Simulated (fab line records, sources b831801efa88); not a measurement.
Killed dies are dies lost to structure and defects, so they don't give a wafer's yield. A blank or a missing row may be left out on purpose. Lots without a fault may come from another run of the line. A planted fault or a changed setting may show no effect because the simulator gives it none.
A struck lot beside a sound one | flow gf180mcu | 28 steps out of a route of 602
Sound: wafers L584.3, L584.4, L584.5. Struck: wafer L590.4. (L590.1 of the same lot was not struck and is left out.) The cause comes at the end.
At each step with rows: each side's tool, then ch and its chambers, then its first start. Under that, the readings that differ: sound wafers | struck wafers | difference of the means | sigmas: that difference in standard deviations of wafers without a fault.
alike: readings whose means differ by less than 2 such deviations, and words and numbers that are the same on both sides. not compared: withheld readings, readings that some wafer has no value for, bounds like >300 that may hide the same value, and numbers for which the record gives no deviation and whose values overlap.
The two part at a step that has a row with sigmas, a row that says differs or no value, or rows on one side only. Numbers that don't overlap but have no deviation are shown without sigmas and don't part them. A reading that every wafer of one side lacks parts them only if that side has two wafers or more.

first, 8 steps without rows for these wafers: GF_M5_DEVELOP_06 (develop time 60 s); GF_M5_ETCH_09 (etches Si3N4 in CF4/O2, target depth 52 nm, time 11.6 s); GF_M5_METAL_ETCH_10 (etches the open film in Cl2/BCl3, stops on SiO2, target depth 750.8 nm, time 125.1 s); GF_M5_STRIP_11 (strips in O2/N2); GF_M5_STRIP_12 (strips in post etch residue remover, time 1200 s); GF_M5_CLEAN_13 (cleans in DIW); GF_V5_CVD_00 (deposits SiO2, target thk 300 nm, time 50 s); GF_V5_CVD_02 (deposits SiO2 from TEOS, target thk 1450 nm, time 163.28 s).
GF_V5_CMP_04: polishes SiO2.
  sound on cmp-02 ch 2,3, day 26 08:29; struck on cmp-02 ch 0, day 28 13:20
  reading                             | sound             | struck | difference | sigmas
  model.SiO2_of_V5_CVD_02.thk_nm (nm) | 857.6 855.4 857.3 | 1066   | +209       |
  alike: motor_current_A
then, 9 steps without rows for these wafers: GF_V5_DEHYDRATE_06 (time 60 s); GF_V5_HMDS_07 (prime time 60 s); GF_V5_COAT_08; GF_V5_COAT_09 (resist thk 1000 nm); GF_V5_SOFTBAKE_10 (time 60 s); GF_V5_EXPOSE_11 (exposes mask Via5, target cd 260 nm); GF_V5_PEB_12 (peb time 90 s); GF_V5_DEVELOP_13 (develop time 60 s); GF_V5_ETCH_16 (etches BARC in N2/H2).
GF_V5_ETCH_17: etches SiO2 in C4F8/O2/Ar, stops on TiN, target depth 855 nm.
  sound on rie_diel-03 ch 1,3; struck on rie_diel-03 ch 3
  reading                        | sound             | struck | difference | sigmas
  oes_product_au (a.u.)          | 0.859 0.855 0.869 | 0.976  | +0.115     | +24
  model.etch.depth_nm (nm)       | 857.6 855.4 857.3 | 1066   | +209       |
  model.V5.feature_depth_nm (nm) | 857.6 855.4 857.3 | 1066   | +209       |
then, 6 steps without rows for these wafers: GF_V5_STRIP_18 (strips in O2/N2); GF_V5_STRIP_19 (strips in post etch residue remover, time 1200 s); GF_V5_CLEAN_20 (cleans in DIW); GF_V5_SPUTTER_21 (material Ti, target thk 15 nm, time 80.02 s); GF_V5_SPUTTER_22 (material TiN, target thk 10 nm, time 40 s); GF_V5_CVD_23 (deposits W, target thk 350 nm, time 104.9 s).
GF_V5_CMP_26: polishes, stops on SiO2, t overpolish 15 s, target thk 0 nm.
  sound on cmp-02 ch 2,3, day 27 07:21; struck on cmp-02 ch 0, day 29 10:09
  reading                             | sound             | struck | difference | sigmas
  model.SiO2_of_V5_CVD_02.thk_nm (nm) | 853.8 851.7 853.5 | 1062   | +209       |
  alike: motor_current_A
then, 1 step without rows for these wafers: GF_TOP_METAL_SPUTTER_00 (material Ti, target thk 37.5 nm, time 150 s).
GF_PASSIVATION_PROBE_99:
  sound on prober-02, day 29 01:20; struck on prober-02, day 31 02:47
  not compared: model.etest.tester.sort_n_pass, model.etest.tester.sort_bin_5_pct, model.etest.tester.sort_yield_pct, model.etest.via5_chain.rc_ohm, model.etest.tester.sort_bin_8_pct

WHERE THEY PART
Only at GF_V5_ETCH_17, within this record. Later steps at which nothing parts them and some readings are alike: GF_V5_CMP_26.

WHY: what the simulator had put in
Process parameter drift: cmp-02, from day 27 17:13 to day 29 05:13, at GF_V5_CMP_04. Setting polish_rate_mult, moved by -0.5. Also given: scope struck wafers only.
